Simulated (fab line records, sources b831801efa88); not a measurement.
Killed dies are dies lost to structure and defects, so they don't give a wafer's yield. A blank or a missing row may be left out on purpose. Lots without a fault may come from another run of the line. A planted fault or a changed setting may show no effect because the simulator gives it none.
A struck lot beside a sound one | flow sky130 | 43 steps out of a route of 708
Sound: wafers L533.1, L533.5, L533.6. Struck: wafers L539.3, L539.6. (L539.5 of the same lot was not struck and is left out.) The cause comes at the end.
At each step with rows: each side's tool, then ch and its chambers, then its first start. Under that, the readings that differ: sound wafers | struck wafers | difference of the means | sigmas: that difference in standard deviations of wafers without a fault.
alike: readings whose means differ by less than 2 such deviations, and words and numbers that are the same on both sides. not compared: withheld readings, readings that some wafer has no value for, bounds like >300 that may hide the same value, and numbers for which the record gives no deviation and whose values overlap.
The two part at a step that has a row with sigmas, a row that says differs or no value, or rows on one side only. Numbers that don't overlap but have no deviation are shown without sigmas and don't part them. A reading that every wafer of one side lacks parts them only if that side has two wafers or more.

first, 1 step without rows for these wafers: SKY_VIA4_HDPCVD_00 (deposits SiO2, target thk 1750 nm, time 291.7 s).
SKY_VIA4_THK_MEAS_01:
  sound on film_metro-01, day 44 19:22; struck on film_metro-01, day 46 02:25
  alike: VIA4_HDPCVD_THK
then, 1 step without rows for these wafers: SKY_VIA4_CMP_02 (polishes SiO2).
SKY_VIA4_BOW_MEAS_03:
  sound on film_metro-02, day 44 19:44; struck on film_metro-01, day 46 02:51
  alike: VIA4_BOW
then, 7 steps without rows for these wafers: SKY_VIA4_DEHYDRATE_04 (time 60 s); SKY_VIA4_HMDS_05 (prime time 60 s); SKY_VIA4_COAT_06 (resist thk 1140 nm); SKY_VIA4_SOFTBAKE_07 (time 60 s); SKY_VIA4_EXPOSE_08 (exposes mask VIM4, target cd 800 nm); SKY_VIA4_PEB_09; SKY_VIA4_DEVELOP_10 (develop time 57.7 s).
SKY_VIA4_OVL_MEAS_11:
  sound on overlay-01, day 45 16:41; struck on overlay-02, day 46 23:10
  alike: VIA4_OVL
SKY_VIA4_ETCH_12: etches SiO2 in C4F8/O2/Ar, stops on TiN, target depth 580 nm.
  sound on rie_diel-03 ch 0,1,3, day 45 16:43; struck on rie_diel-03 ch 2, day 46 23:11
  alike: oes_product_au
SKY_VIA4_STRIP_13: strips in O2/N2.
  sound on plasma_asher-02 ch 0,1, day 45 16:48; struck on plasma_asher-01 ch 0,1, day 46 23:17
  alike: drypump_motor_current_A, oes_product_au, strip_time_to_endpoint_s
  not compared: rf_hours_counter_h
then, 3 steps without rows for these wafers: SKY_VIA4_STRIP_14 (strips in post etch residue remover, time 1200 s); SKY_VIA4_CLEAN_15 (cleans in IPA, time 180 s); SKY_VIA4_CLEAN_16 (cleans in O3/DIW).
SKY_VIA4_SPUTTER_17: material TiN, target thk 20 nm, time 80 s.
  sound on pvd_sputter-02, day 45 17:23; struck on pvd_sputter-04, day 47 00:17
  alike: throttle_valve_pct
then, 1 step without rows for these wafers: SKY_VIA4_CVD_18 (deposits W, target thk 505 nm, time 152.14 s).
SKY_VIA4_RS_MEAS_19: measures by four-point-probe.
  sound on film_metro-01, day 45 17:36; struck on film_metro-02, day 47 00:32
  reading            | sound             | struck      | difference | sigmas
  VIA4_W_RS (ohm/sq) | 0.226 0.230 0.223 | 0.233 0.234 | +0.007     | +2
SKY_VIA4_THK_MEAS_20: measures by xrf.
  sound on film_metro-01, day 45 17:43; struck on film_metro-02, day 47 00:38
  reading         | sound       | struck  | difference | sigmas
  VIA4_W_THK (nm) | 494 486 503 | 473 471 | -22        | -3
SKY_VIA4_CMP_21: polishes, stops on SiO2, t overpolish 25 s, target thk 0 nm.
  sound on cmp-02 ch 0,1, day 45 17:47; struck on cmp-02 ch 0,1, day 47 01:16
  alike: motor_current_A, overpolish_run_s, time_to_endpoint_s
SKY_METAL5_SPUTTER_00: material Ti, target thk 15 nm, time 10 s.
  sound on pvd_sputter-02, day 45 18:05; struck on pvd_sputter-01, day 47 01:28
  alike: throttle_valve_pct
then, 2 steps without rows for these wafers: SKY_METAL5_SPUTTER_01 (material TiN, target thk 20 nm, time 16.7 s); SKY_METAL5_SPUTTER_02 (material AlCu, target thk 1150 nm, time 61.2 s).
SKY_METAL5_SPUTTER_03: material Ti, target thk 5 nm, time 3.3 s.
  sound on pvd_sputter-02, day 45 18:11; struck on pvd_sputter-01, day 47 01:34
  alike: throttle_valve_pct
then, 1 step without rows for these wafers: SKY_METAL5_SPUTTER_04 (material TiN, target thk 70 nm, time 58.3 s).
SKY_METAL5_RS_MEAS_05: measures by four-point-probe.
  sound on film_metro-01, day 45 18:15; struck on film_metro-01, day 47 01:40
  alike: METAL5_ALCU_RS
SKY_METAL5_THK_MEAS_06: measures by xrf.
  sound on film_metro-01, day 45 18:22; struck on film_metro-01, day 47 01:46
  alike: METAL5_ALCU_THK
then, 13 steps without rows for these wafers: SKY_METAL5_DEHYDRATE_07 (time 60 s); SKY_METAL5_HMDS_08 (prime time 60 s); SKY_METAL5_COAT_09 (resist thk 1800 nm); SKY_METAL5_SOFTBAKE_10 (time 60 s); SKY_METAL5_EXPOSE_11 (exposes mask MM5, target cd 1600 nm); SKY_METAL5_PEB_12; SKY_METAL5_DEVELOP_13 (develop time 60 s); SKY_METAL5_DESCUM_14 (chemistry O2, time 11 s); SKY_METAL5_METAL_ETCH_15 (etches the open film in Cl2/BCl3, stops on SiO2, target depth 1260 nm, time 252 s); SKY_METAL5_STRIP_16 (strips in O2/N2); SKY_METAL5_STRIP_17 (strips in post etch residue remover, time 1200 s); SKY_METAL5_CLEAN_18 (cleans in IPA, time 180 s); SKY_METAL5_CLEAN_19 (cleans in O3/DIW).
-- the record jumps here: 2 days lie between the struck wafers' starts before and after (it left off in module METAL5 and takes up again in module PAD_OPEN, whose first step shown is number 708 of the route) --
SKY_PAD_OPEN_PROBE_99:
  sound on prober-01, day 48 09:28; struck on prober-01, day 49 13:25
  reading                               | sound              | struck                                            | difference                   | sigmas
  hold                                  | - - -              | await_dispo/7.8h/release await_dispo/7.8h/release | no value on the sound wafers |
  defect_limited_yield (%)              | 84.3 83.7 83.9     | 75.8 76.4                                         | -7.9                         | -5
  killed_at_M4_up                       | 2 5 4              | 46 34                                             | +36                          | +20
  killed_dies                           | 77 80 79           | 119 116                                           | +39                          | +5
  sort_bin_3_pad_short (%)              | 0.6 0.8 0.8        | 2.6 2.4                                           | +1.8                         | +4
  sort_bin_5_function (%)               | 9.1 8.3 8.3        | 14.0 16.1                                         | +6.5                         | +5
  sort_n_pass                           | 415 412 413        | 373 376                                           | -39                          | -5
  sort_yield_pct (%)                    | 84.3 83.7 83.9     | 75.8 76.4                                         | -7.9                         | -5
  model.etest.tester.sort_n_pass        | 415 412 413        | 373 376                                           | -39                          |
  model.etest.tester.sort_yield_pct (%) | 84.35 83.74 83.94  | 75.81 76.42                                       | -7.89                        |
  model.etest.tester.sort_bin_5_pct (%) | 9.146 8.333 8.333  | 14.02 16.06                                       | +6.44                        |
  model.etest.tester.sort_bin_3_pct (%) | 0.6098 0.813 0.813 | 2.642 2.439                                       | +1.795                       |
  alike: killed_at_M0_to_M3, killed_at_contacts, killed_at_front_end, killed_at_other, killed_open, killed_short, sort_bin_6_memory

WHERE THEY PART
First at SKY_VIA4_RS_MEAS_19; last, within this record, at SKY_PAD_OPEN_PROBE_99.

WHY: what the simulator had put in
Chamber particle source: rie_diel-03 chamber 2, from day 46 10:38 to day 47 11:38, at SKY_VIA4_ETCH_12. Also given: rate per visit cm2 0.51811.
